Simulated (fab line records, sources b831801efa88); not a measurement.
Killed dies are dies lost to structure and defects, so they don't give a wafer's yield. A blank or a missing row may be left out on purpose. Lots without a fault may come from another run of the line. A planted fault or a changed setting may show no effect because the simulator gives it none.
fab line records | flow sfq_line
record lots=6 wafers=18 last_day=91
route steps=325 shown M0@39 I0@43
lots that met no fault: from a run of the same line without faults
start_h: hours from the record's first day to the start of the lot's first wafer shown | wait_h: hours since the lot's step before | " the same as in the row above | L1.1+2: a row that stands for several wafers | - no value, or no start given | * or withheld: withheld | < > ~ a bound
route shown NAME@n: a module of which the file shows steps, and the number in the route of the first | usual: mean/standard deviation of fault-free wafers | same: alike in all rows | chamber/n: place in a boat | sites: the reading at each site | _std_site: their standard deviation | _edge_site: outer sites' mean less inner sites' | radius_mm: how far each site lies from the wafer's centre | mask NAME#n: copy n | behind: the tool/chamber that last shaped the wafer | hold: why the lot was held/for how many hours/how that ended | device: the transistor (n, p or np) that didn't switch | end of line: the same wafers' tests at the end of the route | a step without rows: its recipe alone | killed: dies lost to structure and defects at the first sort, not the wafer's yield | map: a wafer's dies, x killed, . not, _ none there
set.NAME: the setting as run; set.NAME@STEP: as run at that earlier step | model.NAME: the simulator's own value behind a step, which no gauge read
lots at some steps of the route; a table a step, a row a wafer
services: from which hour (start_h, from the record's first day; less than 0 if before it) a tool's chamber was out of use, for how many hours, and why
## steps
# step SFQ_TRILAYER_M0_BARC_OPEN_METAL_ETCH_031
# recipe mask_material=PR chemistry=O2 target_depth_nm=125 target=BARC icp_w=600 bias_w=80 pressure_mtorr=10 time_s=41.7
# usual drypump_motor_current_A=5.4/0.46 he_backside_leak_sccm=3.51/0.3 oes_product_au=0.685/0.0046
# columns lot.wafer tool chamber start_h wait_h drypump_motor_current_A he_backside_leak_sccm oes_product_au rf_hours_counter_h
L284.2 rie_metal-04 0 145.55 0.0 5.0 3.93 0.674 -
L284.3 " 0 " " 5.0 3.80 0.687 -
L284.5 " 0 " " 5.0 3.85 0.681 -
L285.1 rie_metal-04 1 147.93 0.0 6.2 3.60 0.677 184
L285.4 " 0 " " 5.0 3.92 0.695 -
L285.6 " 0 " " 5.1 3.24 0.688 -
L286.1 rie_metal-03 0 163.53 0.0 5.6 3.02 0.686 105
L286.5 " 0 " " 5.6 2.96 0.684 -
L286.6 " 1 " " 4.9 3.62 0.677 -
L299.1 rie_metal-04 0 238.73 0.0 5.0 3.27 0.682 60
L299.4 " 1 " " 6.2 3.15 0.681 -
L299.6 " 1 " " 6.2 3.14 0.683 -
L300.1 rie_metal-01 1 247.13 0.0 5.0 3.41 0.689 28
L300.4 " 0 " " 5.9 3.60 0.685 -
L300.5 " 1 " " 5.0 3.32 0.685 -
L302.3 rie_metal-03 1 256.75 0.0 4.9 3.57 0.687 -
L302.5 " 1 " " 4.9 3.64 0.694 -
L302.6 " 0 " " 5.7 3.23 0.685 -
# step SFQ_TRILAYER_M0_ETCH_METAL_ETCH_024
# recipe target=Nb stop_on=SiO2 mask_material=PR chemistry=Cl2/Ar target_depth_nm=240 icp_w=600 bias_w=80 pressure_mtorr=10 time_s=120
# usual drypump_motor_current_A=5.4/0.45 he_backside_leak_sccm=3.48/0.28 oes_product_au=0.894/0.0064
# columns lot.wafer tool chamber start_h wait_h drypump_motor_current_A he_backside_leak_sccm oes_product_au rf_hours_counter_h
L284.2 rie_metal-04 0 145.69 0.1 5.0 3.32 0.883 -
L284.3 " 0 " " 5.0 3.32 0.889 -
L284.5 " 0 " " 5.0 3.26 0.884 -
L285.1 rie_metal-04 1 147.99 0.0 6.2 3.61 0.910 184
L285.4 " 0 " " 5.0 3.59 0.894 -
L285.6 " 0 " " 5.0 3.75 0.894 -
L286.1 rie_metal-03 0 163.59 0.0 5.6 3.15 0.897 105
L286.5 " 0 " " 5.6 3.15 0.896 -
L286.6 " 1 " " 4.9 3.64 0.897 -
L299.1 rie_metal-04 0 238.79 0.0 5.0 3.46 0.901 60
L299.4 " 1 " " 6.2 3.10 0.890 -
L299.6 " 1 " " 6.2 3.45 0.888 -
L300.1 rie_metal-01 1 247.19 0.0 5.0 3.19 0.898 28
L300.4 " 0 " " 5.8 3.66 0.893 -
L300.5 " 1 " " 5.0 3.25 0.898 -
L302.3 rie_metal-03 1 256.83 0.1 4.9 3.64 0.898 -
L302.5 " 1 " " 4.9 3.66 0.896 -
L302.6 " 0 " " 5.6 3.32 0.899 -
# step SFQ_TRILAYER_M0_STRIP_STRIP_025
# recipe gas=O2 power_w=200 platen_temp_c=40 overash_fraction=0.65 chemistry=O2 pressure_mtorr=50
# usual drypump_motor_current_A=5.4/0.45 he_backside_leak_sccm=3.56/0.27 oes_product_au=1.004/0.0088 platen_temp_c=40.00/0.11
# columns lot.wafer tool chamber start_h wait_h drypump_motor_current_A he_backside_leak_sccm oes_product_au platen_temp_c rf_hours_counter_h
L284.2 rie_metal-04 0 146.10 0.4 5.0 3.85 1.009 40.10 -
L284.3 " 0 " " 5.1 3.83 1.012 40.13 -
L284.5 " 0 " " 5.0 3.64 1.012 40.07 -
L285.1 rie_metal-04 1 148.11 0.1 6.2 3.70 1.002 40.20 184
L285.4 " 0 " " 5.0 3.84 1.015 39.85 -
L285.6 " 0 " " 5.0 3.95 1.009 39.81 -
L286.1 rie_metal-03 0 163.71 0.1 5.7 3.16 0.995 40.08 105
L286.5 " 0 " " 5.6 3.30 0.999 39.92 -
L286.6 " 1 " " 5.0 3.69 1.000 40.25 -
L299.1 rie_metal-04 0 238.92 0.1 5.0 3.28 0.999 39.91 60
L299.4 " 1 " " 6.2 3.39 1.009 39.84 -
L299.6 " 1 " " 6.1 3.47 1.012 39.91 -
L300.1 rie_metal-01 1 247.32 0.1 5.0 3.19 1.024 40.11 28
L300.4 " 0 " " 5.8 3.65 0.999 39.88 -
L300.5 " 1 " " 5.0 3.20 1.017 39.99 -
L302.3 rie_metal-03 1 257.12 0.2 5.0 3.65 0.997 40.13 -
L302.5 " 1 " " 4.9 3.79 0.998 40.14 -
L302.6 " 0 " " 5.6 3.26 1.012 39.96 -
# step SFQ_TRILAYER_M0_STRIP_SOLV_CLEAN_026
# recipe chemistry=NMP temp_c=70 time_s=600
# step SFQ_TRILAYER_I0_DEP_PECVD_027
# recipe material=SiO2 temp_c=150 time_s=111.11 pressure_torr=2.4 rf_w=183.3 precursor=SiH4/N2O target_thk_nm=500
# step SFQ_TRILAYER_I0_CMP_CMP_028
# recipe material=SiO2 down_force_psi=3 platen_rpm=60 pad_velocity_m_s=0.94248
# usual motor_current_A=10.3/1.4 platen_rpm=60.00/0.036 time_to_endpoint_s=215/7.9
# columns lot.wafer tool chamber start_h wait_h motor_current_A platen_rpm time_to_endpoint_s
L284.3 cmp-02 1 154.45 7.1 10.3 59.98 210
L284.2 " 0 155.95 8.6 11.0 59.93 215
L284.5 " 1 " " 9.3 59.95 214
L285.1 cmp-02 0 157.45 8.5 10.6 60.01 210
L285.4 " 2 158.45 9.5 11.5 60.02 224
L285.6 " 0 159.45 10.5 9.8 60.00 227
L286.1 cmp-02 2 167.45 2.9 11.5 59.98 215
L286.6 " 0 168.45 3.9 10.8 60.02 216
L286.5 " 1 " " 9.8 59.99 212
L299.4 cmp-02 2 243.79 4.0 11.8 59.99 218
L299.1 " 1 245.29 5.6 10.0 59.93 205
L299.6 " 2 " " 11.2 59.98 220
L300.1 cmp-02 0 249.79 1.7 10.1 59.99 220
L300.4 " 3 251.29 3.1 8.4 59.95 223
L300.5 " 1 252.29 4.1 10.3 59.91 214
L302.3 cmp-01 2 264.60 6.9 10.9 59.99 216
L302.6 " 2 266.60 8.8 10.4 59.98 215
L302.5 " 3 " " 10.6 60.01 216
# step SFQ_I0_BOW_MEAS_907
# recipe mode=bow
# usual I0_BOW=2/6.3
# columns lot.wafer tool chamber start_h wait_h I0_BOW[um]
L284.2 film_metro-03 - 157.47 1.0 5
L284.3 " - " " 0
L284.5 " - " " -10
L285.1 film_metro-03 - 160.45 2.5 10
L285.4 " - " " -5
L285.6 " - " " -2
L286.1 film_metro-01 - 169.45 1.5 -1
L286.5 " - " " 8
L286.6 " - " " 4
L299.1 film_metro-03 - 246.79 1.0 5
L299.4 " - " " 1
L299.6 " - " " -3
L300.1 film_metro-03 - 252.79 2.5 -2
L300.4 " - " " -2
L300.5 " - " " 1
L302.3 film_metro-03 - 267.64 2.5 4
L302.5 " - " " 5
L302.6 " - " " -2
# step SFQ_TRILAYER_I0_METRO_MEASURE_029
# step SFQ_TRILAYER_I0_VIA_LITHO_COAT_036
# recipe resist=BARC spin_rpm=3000 resist_thk_nm=62
# step SFQ_TRILAYER_I0_VIA_LITHO_COAT_031
# recipe resist=KrF spin_rpm=3000 resist_thk_nm=650
# step SFQ_TRILAYER_I0_VIA_LITHO_SOFTBAKE_035
# recipe temp_c=withheld time_s=withheld resist=KrF
# step SFQ_TRILAYER_I0_VIA_LITHO_EXPOSE_032
# recipe mask_id=I0 na=0.6 source_shape=conventional sigma_outer=0.65 target_cd_nm=500 dose_mj=21.3
# step SFQ_TRILAYER_I0_VIA_LITHO_PEB_034
# recipe peb_temp_c=115 peb_time_s=60 resist=KrF
# columns lot.wafer tool chamber start_h wait_h
L284.2+3+5 litho_track-04 0 249.24 0.8
L285.1+4+6 litho_track-03 0 251.67 -
L286.1+5+6 litho_track-04 0 261.22 1.0
L299.1+4+6 litho_track-04 0 370.71 1.0
L300.1+4+5 litho_track-04 0 379.11 1.0
L302.3+5+6 litho_track-03 0 393.66 0.7
# step SFQ_TRILAYER_I0_VIA_LITHO_DEVELOP_033
# recipe time_s=60 resist=KrF
# step SFQ_I0_OVL_MEAS_908
# usual I0_OVL=-2/5.2
# columns lot.wafer tool chamber start_h wait_h I0_OVL[nm]
L284.2 overlay-01 - 249.52 0.1 -9
L284.3 " - " " -6
L284.5 " - " " -5
L285.1 overlay-01 - 251.97 0.1 -7
L285.4 " - " " -5
L285.6 " - " " -3
L286.1 overlay-01 - 261.52 0.1 3
L286.5 " - " " 4
L286.6 " - " " 1
L299.1 overlay-01 - 371.01 0.1 0
L299.4 " - " " 5
L299.6 " - " " 3
L300.1 overlay-02 - 379.41 0.1 -4
L300.4 " - " " -8
L300.5 " - " " -12
L302.3 overlay-01 - 393.92 0.1 -5
L302.5 " - " " -6
L302.6 " - " " -9
# step SFQ_TRILAYER_I0_VIA_BARC_OPEN_VIA_ETCH_046
# recipe mask_material=PR chemistry=O2 target_depth_nm=125 target=BARC source_w=500 bias_w=80 pressure_mtorr=30 time_s=41.7
# usual drypump_motor_current_A=5.6/0.53 oes_product_au=0.685/0.0043
# columns lot.wafer tool chamber start_h wait_h drypump_motor_current_A oes_product_au rf_hours_counter_h model.I0.cd_nm
L284.2 rie_diel-03 2 249.55 0.0 5.7 0.684 60 500.6
L284.3 " 1 " " 5.6 0.686 136 501.3
L284.5 " 3 " " 4.9 0.683 - 499.3
L285.1 rie_diel-01 1 252.01 0.0 4.9 0.681 21 501.4
L285.4 " 2 " " 5.7 0.682 14 499.3
L285.6 " 0 " " 6.4 0.685 - 501.5
L286.1 rie_diel-02 3 261.55 0.0 6.4 0.687 1 501.1
L286.5 " 0 " " 5.8 0.677 - 502.3
L286.6 " 3 " " 6.4 0.687 - 501.5
L299.1 rie_diel-01 0 371.04 0.0 6.4 0.694 97 551.7
L299.4 " 3 " " 5.8 0.682 98 500.7
L299.6 " 0 " " 6.4 0.684 - 550.9
L300.1 rie_diel-01 2 379.44 0.0 5.8 0.684 16 551.3
L300.4 " 0 " " 6.4 0.688 97 499.8
L300.5 " 2 " " 5.8 0.677 - 551.9
L302.3 rie_diel-02 2 393.94 0.0 5.7 0.687 111 501.4
L302.5 " 0 " " 5.9 0.685 - 500.6
L302.6 " 1 " " 5.4 0.691 - 502.9
# step SFQ_TRILAYER_I0_VIA_ETCH_VIA_ETCH_034
# recipe target=SiO2 stop_on=Nb mask_material=PR taper_deg=20 chemistry=CHF3 target_depth_nm=260 source_w=500 bias_w=80 pressure_mtorr=30 time_s=withheld
# usual drypump_motor_current_A=5.6/0.53 oes_product_au=0.854/0.0048
# columns lot.wafer tool chamber start_h wait_h drypump_motor_current_A oes_product_au model.I0.cd_nm
L284.2 rie_diel-03 2 249.59 0.0 5.7 0.850 502.6
L284.3 " 1 " " 5.6 0.854 502
L284.5 " 3 " " 4.9 0.853 499.7
L285.1 rie_diel-01 1 252.05 0.0 4.9 0.856 499.3
L285.4 " 2 " " 5.7 0.857 500.9
L285.6 " 0 " " 6.4 0.848 500.4
L286.1 rie_diel-02 3 261.59 0.0 6.4 0.851 500
L286.5 " 0 " " 5.9 0.853 506.4
L286.6 " 3 " " 6.4 0.858 501.1
L299.1 rie_diel-01 0 371.08 0.0 6.4 0.851 552.4
L299.4 " 3 " " 5.8 0.854 500
L299.6 " 0 " " 6.4 0.852 551.8
L300.1 rie_diel-01 2 379.48 0.0 5.8 0.855 552.7
L300.4 " 0 " " 6.4 0.861 499.2
L300.5 " 2 " " 5.8 0.858 553.5
L302.3 rie_diel-02 2 393.98 0.0 5.7 0.863 503.9
L302.5 " 0 " " 5.9 0.860 505.1
L302.6 " 1 " " 5.4 0.852 499.8
# step SFQ_TRILAYER_I0_VIA_STRIP_STRIP_035
# recipe gas=O2 power_w=200 platen_temp_c=40 overash_fraction=0.65 chemistry=O2 pressure_mtorr=50
# usual drypump_motor_current_A=5.3/0.44 he_backside_leak_sccm=3.44/0.25 oes_product_au=1.002/0.009 platen_temp_c=39.97/0.095
# columns lot.wafer tool chamber start_h wait_h drypump_motor_current_A he_backside_leak_sccm oes_product_au platen_temp_c rf_hours_counter_h
L284.2 rie_metal-03 0 249.71 - 5.6 3.30 0.995 39.89 122
L284.3 " 1 " " 4.9 3.67 1.007 40.02 -
L284.5 " 0 " " 5.6 3.27 0.989 39.99 -
L285.1 rie_metal-02 0 252.16 - 5.8 3.64 1.006 40.08 86
L285.4 " 0 " " 5.8 3.84 1.010 39.97 -
L285.6 " 0 " " 5.8 3.75 1.010 40.02 -
L286.1 rie_metal-02 1 261.71 - 4.8 3.31 1.007 40.04 30
L286.5 " 0 " " 5.8 3.83 1.005 39.94 -
L286.6 " 1 " " 4.8 3.27 1.003 40.13 -
L299.1 rie_metal-03 1 371.20 - 4.9 3.66 0.988 40.04 150
L299.4 " 0 " " 5.7 3.02 0.999 39.89 -
L299.6 " 0 " " 5.6 4.87 0.998 39.95 -
L300.1 rie_metal-02 1 379.60 - 4.8 3.42 1.004 40.01 47
L300.4 " 0 " " 5.8 3.56 1.006 40.08 -
L300.5 " 0 " " 5.8 3.55 1.007 39.95 -
L302.3 rie_metal-02 1 394.30 - 4.8 3.27 1.024 39.93 -
L302.5 " 0 " " 5.8 3.59 1.000 39.92 -
L302.6 " 1 " " 4.8 3.29 1.025 40.01 -
## services
# columns tool chamber start_h hours kind
rie_metal-01 - 132.40 14.6 pm
rie_diel-01 3 142.82 12.8 repair
rie_diel-02 0 144.49 7.1 repair
cmp-02 - 171.00 0.6 repair
rie_diel-01 0 200.17 11.5 repair
rie_diel-02 0 203.10 13.4 repair
rie_metal-01 1 218.10 5.8 repair
cmp-02 - 233.79 4.0 pm
cmp-02 - 258.79 6.4 pm
cmp-02 - 274.08 1.0 repair
cmp-02 - 274.16 0.5 repair
rie_metal-02 - 284.22 1.9 repair
rie_metal-01 1 289.50 2.4 repair
rie_diel-02 0 299.27 4.6 repair
rie_metal-03 1 313.36 6.5 repair
rie_metal-02 - 332.29 15.6 pm
rie_diel-01 3 336.78 4.2 repair
rie_diel-02 0 359.95 8.3 repair
cmp-02 - 367.25 0.7 repair
cmp-02 - 371.11 0.8 repair
rie_metal-02 - 380.20 2.8 pm
rie_metal-04 - 381.73 10.0 pm
rie_diel-01 3 383.55 12.7 repair
rie_metal-03 1 390.97 9.3 repair
## key
first_sign none at tools or gauges
model_effect step=SFQ_TRILAYER_I0_VIA_BARC_OPEN_VIA_ETCH_046 value=I0.cd_nm without=499.7 struck=551.5
model_effect step=SFQ_TRILAYER_I0_VIA_ETCH_VIA_ETCH_034 value=I0.cd_nm without=500.9 struck=552.6
met_at SFQ_TRILAYER_I0_VIA_LITHO_PEB_034
struck_wafers L299.1,L299.6,L300.1,L300.5
onset_between 261.22 370.71
fault kind=process_parameter_drift tool=litho_track-04 chamber=- onset_h=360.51 steps=SFQ_TRILAYER_I0_VIA_LITHO_PEB_034 channel=peb_time_s offset=* shape=step end_h=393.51 scope=struck_wafers_only acts_in=* stated=*
